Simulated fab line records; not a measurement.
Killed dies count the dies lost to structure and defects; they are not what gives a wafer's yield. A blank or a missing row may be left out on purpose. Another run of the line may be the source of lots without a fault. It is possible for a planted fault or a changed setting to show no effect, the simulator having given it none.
A single fault, viewed from 2 desks    flow gf180mcu    every desk sees just its own numbers, and what lay behind them comes last

THE METROLOGY DESK
What the gauges read, lot by lot, whatever tool the lot ran on: means of the sampled wafers that have a number. Marked OUT: a lot whose mean sits more than 4 standard deviations from the usual mean, which makes it out of limits; the brackets give that distance.
Columns: A = CONTACT_CVD_00_THK at GF_CONTACT_THK_MEAS_01, usual 299.6 nm; B = CONTACT_W_RS at GF_CONTACT_RS_MEAS_25, usual 0.385 ohm/sq; C = CONTACT_W_THK at GF_CONTACT_THK_MEAS_26, usual 304 nm; D = M1_ALCU_THK at GF_M1_THK_MEAS_06, usual 459 nm
lot   first seen here  A      B                C               D
L225  day 15 12:58     301.9  0.383            307             459
L226  day 15 20:38     300.4  0.380            310             447
L227  day 16 06:50     298.9  0.390            301             465
L228  day 16 17:02     300.0  0.451 (+12) OUT  267 (-8.0) OUT  449
L230  day 17 05:14     300.2  0.518 (+25) OUT  234 (-15) OUT   454
L237  day 19 21:21     301.8  0.380            306             475
L238  day 20 06:23     299.2  0.382            305             454
L241  day 21 12:56     297.9  0.377            311             458
L242  day 21 14:56     301.4  0.377            310             458
L245  day 22 16:07     300.1  0.385            301             466
L246  day 22 22:37     297.3  0.391            301             462
L247  day 23 05:17     300.6  0.381            310             466
Finding of this desk: L228, L230 out of limits, first seen on L228 at day 17 17:22 (CONTACT_W_RS at GF_CONTACT_RS_MEAS_25). L225, L226, L227, L237, L238, L241, L242, L245, L246, L247: within limits.

DESK OF THE TOOL OWNER: cvdW-02
The tool's own readings at GF_CONTACT_CVD_24 (deposits W, target thk 300 nm, time 90.339 s): means of the sampled wafers that have a number, for each lot that ran on this tool. Marked OUT: a lot whose mean sits more than 4 standard deviations from the usual mean, which makes it out of limits; the brackets give that distance.
Columns: A = heaterPowerW at GF_CONTACT_CVD_24, usual 927 W; B = susceptorTempC at GF_CONTACT_CVD_24, usual 399.99 C
lot   first seen here  A     B
L225  day 16 12:34     882   399.59
L226  day 16 20:46     822   400.09
L227  day 17 06:23     938   400.18
L228  day 17 17:15     837   392.68 (-33) OUT
L230  day 18 06:02     851   385.26 (-67) OUT
L237  day 20 23:26     895   399.84
L238  day 21 07:24     906   399.92
L241  day 22 13:11     897   400.02
L242  day 22 15:40     898   400.15
L245  day 23 16:04     900   399.72
L246  day 23 22:43     1012  400.25
L247  day 24 05:18     900   400.07
This desk's verdict: out of limits on L228, L230, starting with L228 at day 17 17:15 (susceptorTempC at GF_CONTACT_CVD_24). L225, L226, L227, L237, L238, L241, L242, L245, L246, L247: within limits.

PUT TOGETHER
At day 17 17:15, on L228, L230, the tool owner's desk was in a position to raise an alarm.
At day 17 17:22 the metrology desk could have sounded an alarm, on L228, L230.
The lots listed all ran GF_CONTACT_CVD_24 on cvdW-02.

WHAT WAS PUT IN BY THE SIMULATOR
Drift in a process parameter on cvdW-02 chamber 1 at GF_CONTACT_CVD_24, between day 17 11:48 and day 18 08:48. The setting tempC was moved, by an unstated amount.
Lots struck among those shown: L228, L230.
Time in hours from fault onset to the first out-of-limits reading at each desk: tool owner's desk 5, metrology desk 6.
